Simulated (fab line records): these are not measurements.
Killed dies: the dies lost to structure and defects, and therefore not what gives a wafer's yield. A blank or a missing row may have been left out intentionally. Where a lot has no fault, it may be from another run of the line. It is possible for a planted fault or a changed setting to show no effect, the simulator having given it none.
A lot that was struck, set against a sound lot / flow sky130 / 36 out of 708 route steps
Sound: the wafers L556.1, L556.5, L556.6. Struck: wafers L560.1, L560.3, L560.6. At the end, the cause is stated.
At each step with rows: each side's tool, then ch and its chambers, then its first start. Under that, the readings that differ: sound wafers / struck wafers / difference of the means / sigmas: that difference in standard deviations of wafers without a fault.
alike: readings whose means differ by less than 2 such deviations, and words and numbers that are the same on both sides. not compared: withheld readings, readings that some wafer has no value for, bounds like >300 that may hide the same value, and numbers for which the record gives no deviation and whose values overlap.
Wherever a step has rows on one side only, a row that says differs or no value, or a row with sigmas, the two part there. Numbers that don't overlap but have no deviation are shown without sigmas and don't part them. Lack of a reading on every wafer of one side parts them only where that side has two or more wafers.

first, 10 steps without rows for these wafers: SKY_DNWELL_DEVELOP_06 (develop time 60 s); SKY_DNWELL_IMPLANT_07; SKY_DNWELL_STRIP_08 (strips in O2/N2); SKY_PWDE_DEHYDRATE_00 (time 60 s); SKY_PWDE_HMDS_01 (prime time 60 s); SKY_PWDE_COAT_02 (resist thk 3000 nm); SKY_PWDE_SOFTBAKE_03; SKY_PWDE_EXPOSE_04 (exposes mask PWDEM, target cd 840 nm); SKY_PWDE_PEB_05; SKY_PWDE_DEVELOP_06 (develop time 60 s).
SKY_PWDE_IMPLANT_08:
  sound on implanter-04 ch 0, day 7 03:43; struck on implanter-04 ch 0, day 8 00:19
reading=dose_ions_cm2; sound=3.595e+12 3.598e+12 3.598e+12; struck=3.495e+12 3.502e+12 3.497e+12; difference=-9.900e+10; sigmas=-28
reading=faraday_current_uA; sound=20.5 20.5 20.2; struck=19.4 19.9 19.5; difference=-0.8; sigmas=-2
then, 23 steps without rows for these wafers: SKY_PWDE_STRIP_09 (strips in O2/N2); SKY_NWELL_DEHYDRATE_03 (time 60 s); SKY_NWELL_HMDS_04 (prime time 60 s); SKY_NWELL_COAT_05 (resist thk 3000 nm); SKY_NWELL_SOFTBAKE_06; SKY_NWELL_EXPOSE_07 (exposes mask NWM, target cd 840 nm); SKY_NWELL_PEB_08; SKY_NWELL_DEVELOP_09 (develop time 60 s); SKY_NWELL_IMPLANT_11; SKY_NWELL_IMPLANT_12; SKY_NWELL_IMPLANT_13; SKY_NWELL_STRIP_14 (strips in O2/N2); SKY_NWELL_DEHYDRATE_16 (time 60 s); SKY_NWELL_HMDS_17 (prime time 60 s); SKY_NWELL_COAT_18 (resist thk 3000 nm); SKY_NWELL_SOFTBAKE_19; SKY_NWELL_EXPOSE_20 (exposes mask NWM COMPLEMENT, target cd 840 nm); SKY_NWELL_PEB_21; SKY_NWELL_DEVELOP_22 (develop time 60 s); SKY_NWELL_IMPLANT_24; SKY_NWELL_STRIP_25 (strips in O2/N2); SKY_NWELL_CLEAN_27 (cleans in SC1/SC2, time 150 s); SKY_NWELL_RTA_28 (time 30 s).
SKY_NWELL_RS_MEAS_31: a four-point-probe measurement.
  sound: film_metro-02 at day 8 20:40; struck: film_metro-03 at day 9 19:03
reading=PWDE_RS (ohm/sq); sound=5292 5300 5302; struck=5385 5364 5384; difference=+80; sigmas=+4
-- the record jumps here: 40 days lie between the struck wafers' starts before and after (it left off in module NWELL and takes up again in module PAD_OPEN, whose first step shown is number 708 of the route) --
SKY_PAD_OPEN_PROBE_99:
  sound: prober-02 at day 49 01:35; struck: prober-02 at day 50 00:50
reading=model.etest.res_pwde_under_gate.rs_ohm_sq; sound=6190 6196 6162; struck=6347 6282 6306; difference=+129; sigmas=
  alike: killed_at_M0_to_M3, killed_at_M4_up, killed_at_contacts, killed_at_front_end, killed_dies, killed_open, killed_short

## WHERE THEY PART
Earliest at SKY_PWDE_IMPLANT_08; latest, in this record, at SKY_NWELL_RS_MEAS_31. Later steps at which nothing parts them and some readings are alike: SKY_PAD_OPEN_PROBE_99.

WHY: what had been put in by the simulator
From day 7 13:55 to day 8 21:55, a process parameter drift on implanter-04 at SKY_PWDE_IMPLANT_08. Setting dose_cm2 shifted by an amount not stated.
